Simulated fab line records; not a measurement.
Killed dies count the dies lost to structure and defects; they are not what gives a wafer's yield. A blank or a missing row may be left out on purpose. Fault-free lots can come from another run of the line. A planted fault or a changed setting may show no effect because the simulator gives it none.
Problem report, 8D (eight disciplines) form, completed by code + flow gf180mcu + the parts of the form that need people (team, actions taken, sign-off) are left out

## 1. THE PROBLEM
MVSD_TW at GF_MVSD_TW_MEAS_11 reads a mean of 1696 on 9 wafers of 3 lots; wafers without a fault read 1589 with a standard deviation of 7.9. Relative to the usual mean, that is a shift of +13 standard deviations.
First seen on wafer L246.1, day 6 03:16, on film_metro-01. Wafers with a number at this step in the record: 39, from 13 lots. The rule behind "out" and "out of limits": a value lying over 4 standard deviations away from the usual mean. The other wafers with a number count as sound.

## 2. WHAT IT IS, AND WHAT IT ISN'T
| question                    | is                           | is not                                                                                                  |
|-----------------------------|------------------------------|---------------------------------------------------------------------------------------------------------|
| which readings at this step | MVSD_TW                      | -                                                                                                       |
| which lots                  | L246, L247, L248             | L240, L244, L245, L252, L254, L258, L259, L260, L261, L262                                              |
| which wafers of those lots  | all that have a number       | -                                                                                                       |
| read on which gauges        | film_metro-01, film_metro-04 | film_metro-03                                                                                           |
| when                        | from day 6 03:16             | up to then (9 sound wafers); but 21 sound wafers of L252, L254, L258, L259, L260, L261, L262 came after |

## 3. THE SUSPECTS, EACH WITH WHAT RULES IT OUT
Counting: a tool at any process step up to the reading remains a suspect when it ran all the lots that are out and ran no sound lot after the first of those.
- ruled out: the gauge at GF_MVSD_TW_MEAS_11. 2 gauges (film_metro-01, film_metro-04) read the wafers that are out.
- implanter-03 at GF_MVSD_IMPLANT_08: ruled out as a lasting fault. Following L246 (day 6 02:52), the first lot on it that is out, the sound lots L258, L260 were run on it.
Left after counting: nothing in the record.

## 4. THE CAUSE (what the simulator had put in)
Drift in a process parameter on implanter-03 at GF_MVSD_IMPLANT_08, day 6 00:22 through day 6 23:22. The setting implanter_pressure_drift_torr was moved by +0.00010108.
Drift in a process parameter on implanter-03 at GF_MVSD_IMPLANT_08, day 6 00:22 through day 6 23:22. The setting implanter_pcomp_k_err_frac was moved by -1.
The count ruled it out by mistake, since the rule takes a fault to strike every lot its tool runs from the start of the fault on, and this one did not do so.

## 5. THE CHAIN OF EFFECTS, in route order
Rows list readings where the struck wafers' mean (over those with a number) sits beyond 3 standard deviations from the usual. Only readings for which the record gives a usual standard deviation are gone through. hours: the time from each lot's start at the first step in this table that gives one to its start at this step, as a median over the lots. sigmas: the change in usual standard deviations.
| hours | step                     | reading                   | usual         | on struck wafers | change    | sigmas      |
|-------|--------------------------|---------------------------|---------------|------------------|-----------|-------------|
| 0     | GF_MVSD_IMPLANT_08       | beam_on_s                 | 9.99 s        | 12.43            | +2.44     | +11         |
| 0     | GF_MVSD_IMPLANT_08       | end_station_pressure_torr | 5.06e-06 Torr | 1.07e-04         | +1.02e-04 | +99 or more |
| 0     | GF_MVSD_IMPLANT_08       | faraday_current_uA        | 90.3          | 73.3             | -17.0     | -8.5        |
| 0     | GF_MVSD_TW_MEAS_11       | MVSD_TW                   | 1589          | 1696             | +107      | +13         |
| 81    | GF_VT_IMPLANT_RS_MEAS_46 | MVSD_RS                   | 456.7 ohm/sq  | 409.2            | -47.5     | -37         |
The process steps in it:
- GF_MVSD_IMPLANT_08
Later steps that measure or inspect, where all struck wafers having a row at the step show a number for every such reading and not one has moved that far: GF_SAB_OVL_MEAS_10, GF_M1_OVL_MEAS_15.

## 6. HOW IT WOULD HAVE BEEN CAUGHT EARLIER
Counted from the fault's start at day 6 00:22, it took 3 hours until the first out-of-limits reading at a measuring or inspecting step in this record, taken at day 6 03:16.
The tool's own readings at GF_MVSD_IMPLANT_08 were out on every struck wafer that the step has a row for (beam_on_s, end_station_pressure_torr, faraday_current_uA): an alarm limit on them would have fired on the first of those.
